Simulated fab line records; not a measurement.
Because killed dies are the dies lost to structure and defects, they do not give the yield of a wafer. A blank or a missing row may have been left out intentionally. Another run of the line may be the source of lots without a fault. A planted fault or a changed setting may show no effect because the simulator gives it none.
Which tool is to blame? / flow gf180mcu / 24 lots with 72 wafers sampled at 5 steps, on a route of 602 steps

== WHAT THE GAUGES SHOWED, per wafer ==
GF_M1_THK_MEAS_06: measures by xrf.
lot=L074; measured=day 16 04:45; on=filmMetro-01; M1_ALCU_THK (nm)=449 446 452
lot=L075; measured=day 16 11:17; on=filmMetro-01; M1_ALCU_THK (nm)=459 455 453
lot=L076; measured=day 16 20:29; on=filmMetro-04; M1_ALCU_THK (nm)=461 447 451
lot=L077; measured=day 17 06:01; on=filmMetro-04; M1_ALCU_THK (nm)=465 460 460
lot=L078; measured=day 17 16:08; on=filmMetro-03; M1_ALCU_THK (nm)=454 450 451
lot=L079; measured=day 18 03:51; on=filmMetro-03; M1_ALCU_THK (nm)=456 453 457
lot=L080; measured=day 18 17:56; on=filmMetro-04; M1_ALCU_THK (nm)=464 456 459
lot=L081; measured=day 18 19:08; on=filmMetro-01; M1_ALCU_THK (nm)=457 448 455
lot=L082; measured=day 19 11:06; on=filmMetro-04; M1_ALCU_THK (nm)=454 452 454
lot=L083; measured=day 20 02:55; on=filmMetro-03; M1_ALCU_THK (nm)=455 459 451
lot=L084; measured=day 20 05:07; on=filmMetro-04; M1_ALCU_THK (nm)=449 458 456
lot=L085; measured=day 20 12:10; on=filmMetro-01; M1_ALCU_THK (nm)=468 463 465
lot=L086; measured=day 20 15:32; on=filmMetro-04; M1_ALCU_THK (nm)=452 450 447
lot=L087; measured=day 21 09:14; on=filmMetro-01; M1_ALCU_THK (nm)=456 461 458
lot=L088; measured=day 21 14:46; on=filmMetro-04; M1_ALCU_THK (nm)=456 464 462
lot=L089; measured=day 21 23:08; on=filmMetro-03; M1_ALCU_THK (nm)=461 449 457
lot=L090; measured=day 22 09:39; on=filmMetro-01; M1_ALCU_THK (nm)=458 466 457
lot=L091; measured=day 22 14:19; on=filmMetro-01; M1_ALCU_THK (nm)=460 464 461
lot=L092; measured=day 22 19:53; on=filmMetro-03; M1_ALCU_THK (nm)=460 453 450
lot=L093; measured=day 23 08:16; on=filmMetro-04; M1_ALCU_THK (nm)=460 467 464
lot=L094; measured=day 23 14:47; on=filmMetro-01; M1_ALCU_THK (nm)=460 452 462
lot=L095; measured=day 23 17:58; on=filmMetro-03; M1_ALCU_THK (nm)=457 451 456
lot=L096; measured=day 24 04:54; on=filmMetro-04; M1_ALCU_THK (nm)=454 462 460
lot=L097; measured=day 24 15:35; on=filmMetro-01; M1_ALCU_THK (nm)=455 455 451

GF_M3_RS_MEAS_05: measures by four-point-probe.
lot=L074; measured=day 20 09:44; on=filmMetro-04; M3_ALCU_RS (ohm/sq)=0.0709 0.0709 0.0694
lot=L075; measured=day 20 16:27; on=filmMetro-01; M3_ALCU_RS (ohm/sq)=0.0680 0.0692 0.0692
lot=L076; measured=day 21 03:31; on=filmMetro-04; M3_ALCU_RS (ohm/sq)=0.0699 0.0693 0.0699
lot=L077; measured=day 21 12:09; on=filmMetro-01; M3_ALCU_RS (ohm/sq)=0.0704 0.0690 0.0709
lot=L078; measured=day 21 23:25; on=filmMetro-03; M3_ALCU_RS (ohm/sq)=0.0696 0.0690 0.0688
lot=L079; measured=day 22 10:35; on=filmMetro-04; M3_ALCU_RS (ohm/sq)=0.0716 0.0713 0.0720
lot=L080; measured=day 22 23:17; on=filmMetro-01; M3_ALCU_RS (ohm/sq)=0.0690 0.0691 0.0694
lot=L081; measured=day 23 00:52; on=filmMetro-03; M3_ALCU_RS (ohm/sq)=0.0699 0.0691 0.0690
lot=L082; measured=day 23 17:17; on=filmMetro-04; M3_ALCU_RS (ohm/sq)=0.0690 0.0698 0.0686
lot=L083; measured=day 24 06:48; on=filmMetro-04; M3_ALCU_RS (ohm/sq)=0.0696 0.0682 0.0690
lot=L084; measured=day 24 09:36; on=filmMetro-03; M3_ALCU_RS (ohm/sq)=0.0685 0.0695 0.0682
lot=L085; measured=day 24 16:10; on=filmMetro-03; M3_ALCU_RS (ohm/sq)=0.0691 0.0699 0.0693
lot=L086; measured=day 24 18:39; on=filmMetro-04; M3_ALCU_RS (ohm/sq)=0.0700 0.0686 0.0699
lot=L087; measured=day 25 11:15; on=filmMetro-03; M3_ALCU_RS (ohm/sq)=0.0685 0.0693 0.0683
lot=L088; measured=day 25 15:23; on=filmMetro-03; M3_ALCU_RS (ohm/sq)=0.0701 0.0697 0.0695
lot=L089; measured=day 25 21:16; on=filmMetro-01; M3_ALCU_RS (ohm/sq)=0.0689 0.0700 0.0681
lot=L090; measured=day 26 09:28; on=filmMetro-04; M3_ALCU_RS (ohm/sq)=0.0693 0.0696 0.0685
lot=L091; measured=day 26 13:30; on=filmMetro-01; M3_ALCU_RS (ohm/sq)=0.0700 0.0699 0.0701
lot=L092; measured=day 26 17:46; on=filmMetro-01; M3_ALCU_RS (ohm/sq)=0.0707 0.0706 0.0703
lot=L093; measured=day 27 04:21; on=filmMetro-04; M3_ALCU_RS (ohm/sq)=0.0691 0.0702 0.0701
lot=L094; measured=day 27 10:42; on=filmMetro-03; M3_ALCU_RS (ohm/sq)=0.0696 0.0696 0.0702
lot=L095; measured=day 27 14:29; on=filmMetro-01; M3_ALCU_RS (ohm/sq)=0.0712 0.0707 0.0708
lot=L096; measured=day 27 22:31; on=filmMetro-03; M3_ALCU_RS (ohm/sq)=0.0691 0.0694 0.0692
lot=L097; measured=day 28 10:11; on=filmMetro-01; M3_ALCU_RS (ohm/sq)=0.0699 0.0702 0.0715

GF_M3_OVL_MEAS_15.
lot=L074; measured=day 21 09:49; on=overlay-02; M3_OVL (nm)=3 1 -2
lot=L075; measured=day 21 16:58; on=overlay-02; M3_OVL (nm)=3 -4 2
lot=L076; measured=day 22 03:04; on=overlay-01; M3_OVL (nm)=6 5 5
lot=L077; measured=day 22 11:53; on=overlay-01; M3_OVL (nm)=-4 1 -2
lot=L078; measured=day 22 23:02; on=overlay-02; M3_OVL (nm)=6 6 5
lot=L079; measured=day 23 09:50; on=overlay-02; M3_OVL (nm)=2 9 -1
lot=L080; measured=day 23 22:07; on=overlay-02; M3_OVL (nm)=-5 0 4
lot=L081; measured=day 24 00:10; on=overlay-01; M3_OVL (nm)=-4 0 3
lot=L082; measured=day 24 15:46; on=overlay-02; M3_OVL (nm)=-1 -3 -5
lot=L083; measured=day 25 04:52; on=overlay-02; M3_OVL (nm)=5 15 4
lot=L084; measured=day 25 07:29; on=overlay-01; M3_OVL (nm)=-6 2 0
lot=L085; measured=day 25 13:35; on=overlay-01; M3_OVL (nm)=4 0 3
lot=L086; measured=day 25 16:22; on=overlay-02; M3_OVL (nm)=-10 -5 -7
lot=L087; measured=day 26 08:37; on=overlay-01; M3_OVL (nm)=9 -2 1
lot=L088; measured=day 26 12:37; on=overlay-01; M3_OVL (nm)=0 -1 5
lot=L089; measured=day 26 18:17; on=overlay-02; M3_OVL (nm)=1 4 2
lot=L090; measured=day 27 05:07; on=overlay-02; M3_OVL (nm)=-11 -7 1
lot=L091; measured=day 27 09:26; on=overlay-02; M3_OVL (nm)=1 -6 1
lot=L092; measured=day 27 14:05; on=overlay-01; M3_OVL (nm)=-5 -9 -2
lot=L093; measured=day 28 00:38; on=overlay-01; M3_OVL (nm)=2 -1 0
lot=L094; measured=day 28 06:38; on=overlay-01; M3_OVL (nm)=11 7 9
lot=L095; measured=day 28 10:22; on=overlay-02; M3_OVL (nm)=-11 -8 -5
lot=L096; measured=day 28 17:53; on=overlay-01; M3_OVL (nm)=0 -1 2
lot=L097; measured=day 29 05:13; on=overlay-02; M3_OVL (nm)=-6 -6 -2

GF_V3_THK_MEAS_03.
lot=L074; measured=day 21 10:43; on=filmMetro-02; V3_CVD_02_THK (nm)=860 846 860
lot=L075; measured=day 21 17:51; on=filmMetro-04; V3_CVD_02_THK (nm)=845 846 833
lot=L076; measured=day 22 04:04; on=filmMetro-02; V3_CVD_02_THK (nm)=844 856 860
lot=L077; measured=day 22 12:55; on=filmMetro-03; V3_CVD_02_THK (nm)=847 868 879
lot=L078; measured=day 23 00:05; on=filmMetro-03; V3_CVD_02_THK (nm)=862 857 872
lot=L079; measured=day 23 10:52; on=filmMetro-04; V3_CVD_02_THK (nm)=846 873 870
lot=L080; measured=day 23 23:00; on=filmMetro-04; V3_CVD_02_THK (nm)=840 835 863
lot=L081; measured=day 24 01:04; on=filmMetro-04; V3_CVD_02_THK (nm)=854 864 876
lot=L082; measured=day 24 16:41; on=filmMetro-04; V3_CVD_02_THK (nm)=834 850 846
lot=L083; measured=day 25 05:46; on=filmMetro-03; V3_CVD_02_THK (nm)=834 854 855
lot=L084; measured=day 25 08:22; on=filmMetro-02; V3_CVD_02_THK (nm)=847 837 853
lot=L085; measured=day 25 14:32; on=filmMetro-02; V3_CVD_02_THK (nm)=840 864 857
lot=L086; measured=day 25 17:17; on=filmMetro-04; V3_CVD_02_THK (nm)=838 830 860
lot=L087; measured=day 26 09:31; on=filmMetro-03; V3_CVD_02_THK (nm)=849 844 856
lot=L088; measured=day 26 13:31; on=filmMetro-04; V3_CVD_02_THK (nm)=839 840 840
lot=L089; measured=day 26 19:10; on=filmMetro-03; V3_CVD_02_THK (nm)=856 871 869
lot=L090; measured=day 27 06:01; on=filmMetro-02; V3_CVD_02_THK (nm)=853 839 867
lot=L091; measured=day 27 10:22; on=filmMetro-03; V3_CVD_02_THK (nm)=846 849 869
lot=L092; measured=day 27 15:01; on=filmMetro-04; V3_CVD_02_THK (nm)=833 844 858
lot=L093; measured=day 28 01:32; on=filmMetro-04; V3_CVD_02_THK (nm)=863 861 875
lot=L094; measured=day 28 07:32; on=filmMetro-04; V3_CVD_02_THK (nm)=842 864 867
lot=L095; measured=day 28 11:17; on=filmMetro-03; V3_CVD_02_THK (nm)=849 856 856
lot=L096; measured=day 28 18:46; on=filmMetro-02; V3_CVD_02_THK (nm)=839 849 866
lot=L097; measured=day 29 06:09; on=filmMetro-02; V3_CVD_02_THK (nm)=851 847 852

== EACH LOT AND THE TOOL THAT RAN IT (in order: tool; ch and the chambers of the sampled wafers; start) ==
lot=L074; GF_V1_CMP_04=cmp-02 ch 0,1, day 17 04:49
lot=L075; GF_V1_CMP_04=cmp-02 ch 0,2,3, day 17 10:55
lot=L076; GF_V1_CMP_04=cmp-02 ch 1,2,3, day 17 21:15
lot=L077; GF_V1_CMP_04=cmp-02 ch 0,1,3, day 18 06:44
lot=L078; GF_V1_CMP_04=cmp-01 ch 0,3, day 18 17:00
lot=L079; GF_V1_CMP_04=cmp-01 ch 0,1,2, day 19 04:59
lot=L080; GF_V1_CMP_04=cmp-02 ch 0,1,2, day 19 19:19
lot=L081; GF_V1_CMP_04=cmp-01 ch 1,2,3, day 19 20:40
lot=L082; GF_V1_CMP_04=cmp-01 ch 0,1,2, day 20 12:23
lot=L083; GF_V1_CMP_04=cmp-01 ch 0,1, day 21 04:20
lot=L084; GF_V1_CMP_04=cmp-01 ch 0,2,3, day 21 06:16
lot=L085; GF_V1_CMP_04=cmp-02 ch 0,1, day 21 13:19
lot=L086; GF_V1_CMP_04=cmp-01 ch 1,2,3, day 21 16:35
lot=L087; GF_V1_CMP_04=cmp-02 ch 0,1,2, day 22 10:21
lot=L088; GF_V1_CMP_04=cmp-02 ch 1,2, day 22 15:21
lot=L089; GF_V1_CMP_04=cmp-02 ch 1,2,3, day 22 23:22
lot=L090; GF_V1_CMP_04=cmp-02 ch 2,3, day 23 10:19
lot=L091; GF_V1_CMP_04=cmp-02 ch 0,1,3, day 23 14:53
lot=L092; GF_V1_CMP_04=cmp-02 ch 0,2,3, day 23 20:04
lot=L093; GF_V1_CMP_04=cmp-02 ch 0,2,3, day 24 07:35
lot=L094; GF_V1_CMP_04=cmp-01 ch 0,3, day 24 14:38
lot=L095; GF_V1_CMP_04=cmp-02 ch 0,1,2, day 24 17:41
lot=L096; GF_V1_CMP_04=cmp-02 ch 0,1,2, day 25 03:37
lot=L097; GF_V1_CMP_04=cmp-01 ch 0,1,3, day 25 14:30
- GF_V1_CMP_04: polishes SiO2.

== WHAT THE TOOLS THEMSELVES READ (means of the sampled wafers that have a number; where no wafer has one, the mark that the record gives instead) ==
GF_V1_CMP_04.
lot=L074; tool=cmp-02; headPressurePsi (psi)=4.006; motorCurrentA (A)=11.0; slurryFilterDpKPa (kPa)=13.50; slurryFlowMlMin=149.3; timeToEndpointS (s)=84
lot=L075; tool=cmp-02; headPressurePsi (psi)=3.998; motorCurrentA (A)=12.3; slurryFilterDpKPa (kPa)=13.48; slurryFlowMlMin=150.0; timeToEndpointS (s)=72
lot=L076; tool=cmp-02; headPressurePsi (psi)=4.007; motorCurrentA (A)=11.6; slurryFilterDpKPa (kPa)=13.58; slurryFlowMlMin=149.4; timeToEndpointS (s)=82
lot=L077; tool=cmp-02; headPressurePsi (psi)=4.001; motorCurrentA (A)=11.8; slurryFilterDpKPa (kPa)=13.52; slurryFlowMlMin=150.3; timeToEndpointS (s)=79
lot=L078; tool=cmp-01; headPressurePsi (psi)=3.991; motorCurrentA (A)=11.9; slurryFilterDpKPa (kPa)=13.53; slurryFlowMlMin=150.0; timeToEndpointS (s)=81
lot=L079; tool=cmp-01; headPressurePsi (psi)=4.002; motorCurrentA (A)=11.9; slurryFilterDpKPa (kPa)=13.62; slurryFlowMlMin=149.9; timeToEndpointS (s)=87
lot=L080; tool=cmp-02; headPressurePsi (psi)=4.007; motorCurrentA (A)=11.4; slurryFilterDpKPa (kPa)=13.43; slurryFlowMlMin=150.0; timeToEndpointS (s)=83
lot=L081; tool=cmp-01; headPressurePsi (psi)=4.007; motorCurrentA (A)=12.3; slurryFilterDpKPa (kPa)=13.45; slurryFlowMlMin=150.5; timeToEndpointS (s)=82
lot=L082; tool=cmp-01; headPressurePsi (psi)=3.997; motorCurrentA (A)=11.9; slurryFilterDpKPa (kPa)=13.50; slurryFlowMlMin=150.0; timeToEndpointS (s)=79
lot=L083; tool=cmp-01; headPressurePsi (psi)=3.998; motorCurrentA (A)=11.5; slurryFilterDpKPa (kPa)=13.46; slurryFlowMlMin=150.1; timeToEndpointS (s)=77
lot=L084; tool=cmp-01; headPressurePsi (psi)=3.994; motorCurrentA (A)=12.2; slurryFilterDpKPa (kPa)=13.66; slurryFlowMlMin=149.3; timeToEndpointS (s)=71
lot=L085; tool=cmp-02; headPressurePsi (psi)=4.008; motorCurrentA (A)=11.1; slurryFilterDpKPa (kPa)=13.54; slurryFlowMlMin=150.0; timeToEndpointS (s)=79
lot=L086; tool=cmp-01; headPressurePsi (psi)=4.008; motorCurrentA (A)=12.3; slurryFilterDpKPa (kPa)=13.46; slurryFlowMlMin=150.2; timeToEndpointS (s)=82
lot=L087; tool=cmp-02; headPressurePsi (psi)=4.003; motorCurrentA (A)=11.4; slurryFilterDpKPa (kPa)=13.42; slurryFlowMlMin=150.2; timeToEndpointS (s)=70
lot=L088; tool=cmp-02; headPressurePsi (psi)=3.996; motorCurrentA (A)=11.3; slurryFilterDpKPa (kPa)=13.43; slurryFlowMlMin=150.7; timeToEndpointS (s)=73
lot=L089; tool=cmp-02; headPressurePsi (psi)=3.997; motorCurrentA (A)=12.0; slurryFilterDpKPa (kPa)=13.55; slurryFlowMlMin=150.2; timeToEndpointS (s)=76
lot=L090; tool=cmp-02; headPressurePsi (psi)=4.001; motorCurrentA (A)=12.3; slurryFilterDpKPa (kPa)=13.61; slurryFlowMlMin=150.3; timeToEndpointS (s)=79
lot=L091; tool=cmp-02; headPressurePsi (psi)=4.004; motorCurrentA (A)=12.4; slurryFilterDpKPa (kPa)=13.51; slurryFlowMlMin=149.8; timeToEndpointS (s)=76
lot=L092; tool=cmp-02; headPressurePsi (psi)=4.000; motorCurrentA (A)=12.1; slurryFilterDpKPa (kPa)=13.59; slurryFlowMlMin=149.7; timeToEndpointS (s)=78
lot=L093; tool=cmp-02; headPressurePsi (psi)=4.002; motorCurrentA (A)=12.2; slurryFilterDpKPa (kPa)=13.46; slurryFlowMlMin=150.1; timeToEndpointS (s)=74
lot=L094; tool=cmp-01; headPressurePsi (psi)=4.001; motorCurrentA (A)=11.9; slurryFilterDpKPa (kPa)=13.45; slurryFlowMlMin=149.9; timeToEndpointS (s)=92
lot=L095; tool=cmp-02; headPressurePsi (psi)=4.000; motorCurrentA (A)=11.9; slurryFilterDpKPa (kPa)=13.48; slurryFlowMlMin=150.6; timeToEndpointS (s)=77
lot=L096; tool=cmp-02; headPressurePsi (psi)=4.003; motorCurrentA (A)=11.5; slurryFilterDpKPa (kPa)=13.53; slurryFlowMlMin=150.1; timeToEndpointS (s)=83
lot=L097; tool=cmp-01; headPressurePsi (psi)=3.999; motorCurrentA (A)=11.8; slurryFilterDpKPa (kPa)=13.58; slurryFlowMlMin=149.9; timeToEndpointS (s)=85

== THE ANSWER, worked out from the rows above alone ==
Rule: the lots themselves supply what counts as usual. Put in order of their means at a reading, lots are off if they are a third of the lots or fewer, leave a main group of 4 or more, and stand apart from it by a gap of 3 or more times the standard deviation of the main group's means; of several such gaps the widest counts. A main group is skipped when, at the precision printed for the reading in the tables above, its means are all equal. A lot without any number at a reading at which 4 lots or more have one is off too. The other lots that the step has rows for count as sound. First the gauges in route order, then the tools' own readings, where a lot's mean is used as printed above. The first step at which some lot is off is used, and at that step the reading that is off furthest; a lot without a number counts as furthest.
Nothing can be told from this: no lot is off at any reading shown.

== WHAT THE SIMULATOR PUT IN ==
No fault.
